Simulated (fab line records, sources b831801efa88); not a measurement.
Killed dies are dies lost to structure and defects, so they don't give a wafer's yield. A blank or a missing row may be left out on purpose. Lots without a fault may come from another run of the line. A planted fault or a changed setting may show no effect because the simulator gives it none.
One fault seen from 2 desks | flow sky130 | each desk has only its own numbers; what lay behind them comes last

THE METROLOGY DESK
What the gauges read, lot by lot, whatever tool the lot ran on: means of the sampled wafers that have a number. A lot is out of limits, marked OUT, if its mean lies more than 4 standard deviations from the usual mean; the brackets give that distance.
Columns: A = PWDE_TW at SKY_PWDE_TW_MEAS_10, usual 372.0
lot  | first seen here | A
L339 | day 4 02:25     | 373.1
L341 | day 4 14:57     | 371.5
L344 | day 5 04:19     | 371.0
L345 | day 5 10:03     | 371.9
L346 | day 5 16:36     | 371.9
L348 | day 6 03:23     | 374.0
L349 | day 6 08:13     | 369.2
L350 | day 6 17:35     | 369.4
L351 | day 7 00:45     | 372.7
L352 | day 7 16:59     | 375.9
L354 | day 7 17:25     | 375.2
L358 | day 8 19:02     | 369.0
This desk's finding: nothing out of limits on any of the 12 lots.

THE TOOL OWNER'S DESK: rie_diel-03
The tool's own readings at SKY_CONTACT_ETCH_16 (etches BARC in N2/H2, stops on SiO2, time 45.9 s, target depth 60 nm): means of the sampled wafers that have a number, for each lot that ran on this tool. A lot is out of limits, marked OUT, if its mean lies more than 4 standard deviations from the usual mean; the brackets give that distance.
Columns: A = drypump_motor_current_A at SKY_CONTACT_ETCH_16, usual 5.6 A; B = h2_flow_sccm at SKY_CONTACT_ETCH_16, usual 199.9 sccm; C = oes_product_au at SKY_CONTACT_ETCH_16, usual 0.854 a.u.; D = run_length_s at SKY_CONTACT_ETCH_16, usual 74.0 s; E = throttle_valve_pct at SKY_CONTACT_ETCH_16, usual 13.224 %
lot  | first seen here | A   | B     | C                | D    | E
L341 | day 32 11:44    | 5.5 | 199.9 | 0.859            | 74.2 | 13.226
L344 | day 33 10:37    | 5.6 | 199.7 | 0.854            | 73.9 | 13.230
L346 | day 34 08:50    | 5.7 | 200.0 | 0.850            | 73.7 | 13.224
L348 | day 34 20:26    | 5.5 | 199.9 | 0.853            | 73.7 | 13.224
L349 | day 35 06:35    | 5.6 | 199.9 | 0.854            | 73.8 | 13.222
L351 | day 36 01:56    | 5.6 | 200.3 | 0.878 (+5.1) OUT | 72.8 | 13.233
L352 | day 36 17:41    | 5.6 | 199.7 | 0.879 (+5.5) OUT | 72.7 | 13.222
This desk's finding: out of limits on L351, L352; first on L351, day 36 01:56 (oes_product_au at SKY_CONTACT_ETCH_16). In limits: L341, L344, L346, L348, L349.

PUT TOGETHER
The tool owner's desk could have raised an alarm at day 36 01:56, on L351, L352.
The metrology desk saw nothing out of limits.
The metrology desk has L351, L352 on record, within its limits.
Of the lots named, all ran SKY_CONTACT_ETCH_16 on rie_diel-03.

WHAT THE SIMULATOR HAD PUT IN
Process parameter drift: rie_diel-03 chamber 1, from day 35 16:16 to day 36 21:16, at SKY_CONTACT_ETCH_16. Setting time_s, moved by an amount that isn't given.
Lots struck among those shown: L351, L352.
Hours from the fault's start to each desk's first reading out of limits: the tool owner's desk, 10.
